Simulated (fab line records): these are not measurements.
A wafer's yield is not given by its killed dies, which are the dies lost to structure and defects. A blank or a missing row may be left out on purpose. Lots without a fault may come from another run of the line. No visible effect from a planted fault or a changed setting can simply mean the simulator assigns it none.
A lot that was struck, set against a sound lot    flow sky130    16 steps out of a route of 708
Sound: wafers L249.2, L249.5, L249.6. Struck: wafer L259.6. (L259.1, L259.2 of the same lot were not struck and are left out.) The cause comes at the end.
For every step that has rows: the tool of each side, followed by ch and its chambers, followed by its first start. Under that, the readings that differ: sound wafers    struck wafers    difference of the means    sigmas: that difference in standard deviations of wafers without a fault.
alike: words and numbers the same on both sides, and readings whose means are apart by under 2 such deviations; not compared: readings that were withheld, readings missing a value for some wafer, numbers with overlapping values and no deviation given by the record, and bounds like >300 which may hide the same value.
A row with sigmas, a row that says differs or no value, or rows on one side alone: a step with any of these is where the two part. Numbers that have no deviation but don't overlap get no sigmas and don't part them. Lack of a reading on every wafer of one side parts them only where that side has two or more wafers.

SKY_VIA1_CMP_02: polishes SiO2.
  sound on cmp-01 ch 1,2, day 36 19:22; struck on cmp-01 ch 0, day 39 15:26
  alike: motor current A
SKY_VIA1_BOW_MEAS_03:
  sound on film metro-03 at day 36 19:38; struck on film metro-01 at day 39 15:41
  alike: VIA1_BOW
then, 8 steps without rows for these wafers: SKY_VIA1_DEHYDRATE_04 (time 60 s); SKY_VIA1_HMDS_05 (prime time 60 s); SKY_VIA1_COAT_06 (resist thk 60 nm); SKY_VIA1_COAT_07 (resist thk 450 nm); SKY_VIA1_SOFTBAKE_08 (time 90 s); SKY_VIA1_EXPOSE_09 (exposes mask VIM, target cd 150 nm); SKY_VIA1_PEB_10; SKY_VIA1_DEVELOP_11 (develop time 60 s).
SKY_VIA1_CD_MEAS_12 targets a cd of 150 nm.
  sound on cd sem-02 at day 37 20:53; struck on cd sem-01 at day 40 16:58
  alike: cd nm
SKY_VIA1_OVL_MEAS_13:
  sound on overlay-01 at day 37 20:59; struck on overlay-01 at day 40 17:05
  alike: VIA1_OVL
SKY_VIA1_ETCH_14: etches BARC in N2/H2, stops on SiO2, time 45.9 s, target depth 60 nm.
  sound on rie diel-03 ch 1,2, day 37 21:01; struck on rie diel-01 ch 0, day 40 17:08
reading                                      sound              struck  difference  sigmas
oes product au (a.u.)                        0.860 0.851 0.864  1.013   +0.155      +29
run length s (s)                             74.1 73.9 74.0     47.5    -26.5       -66
model.etch.depth nm (nm)                     60.21 60 60.05     33.7    -26.4       
model.KrF-thick_of_VIA1_COAT_07.thk nm (nm)  392 392.4 390.4    418.5   +26.9       
model.VIA1.cd nm (nm)                        148 150 146.9      145.7   -2.6        
  alike: drypump motor current A, h2 flow sccm, throttle valve pct
  not compared: rf hours counter h
SKY_VIA1_ETCH_15: etches SiO2 in C4F8/O2/Ar, stops on TiN, target depth 351 nm, time 54 s.
  sound on rie diel-03 ch 1,2, day 37 21:04; struck on rie diel-01 ch 0, day 40 17:10
reading                                      sound              struck  difference  sigmas
oes product au (a.u.)                        0.975 0.979 0.982  0.375   -0.604      -99 or more
model.KrF-thick_of_VIA1_COAT_07.thk nm (nm)  322.9 323.2 318.8  347.3   +25.7       
  alike: run length s
  not compared: rf hours counter h
SKY_VIA1_STRIP_16: strips in O2/N2.
  sound on plasma asher-03 ch 0,1, day 37 21:06; struck on plasma asher-01 ch 1, day 40 17:13
reading                       sound              struck  difference  sigmas
drypump motor current A (A)   6.2 6.2 5.3        4.8     -1.1        -2
strip time to endpoint s (s)  4.471 4.478 4.412  4.704   +0.250      +11
  alike: oes product au
  not compared: rf hours counter h
then, 1 step without rows for these wafers: SKY_VIA1_STRIP_17 (strips in post etch residue remover, time 1200 s).

## WHERE THEY PART
Earliest at SKY_VIA1_ETCH_14; latest, in this record, at SKY_VIA1_STRIP_16.

WHY: whatever the simulator had introduced
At SKY_VIA1_ETCH_14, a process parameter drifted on rie diel-01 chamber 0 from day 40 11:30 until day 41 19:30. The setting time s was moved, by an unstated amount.
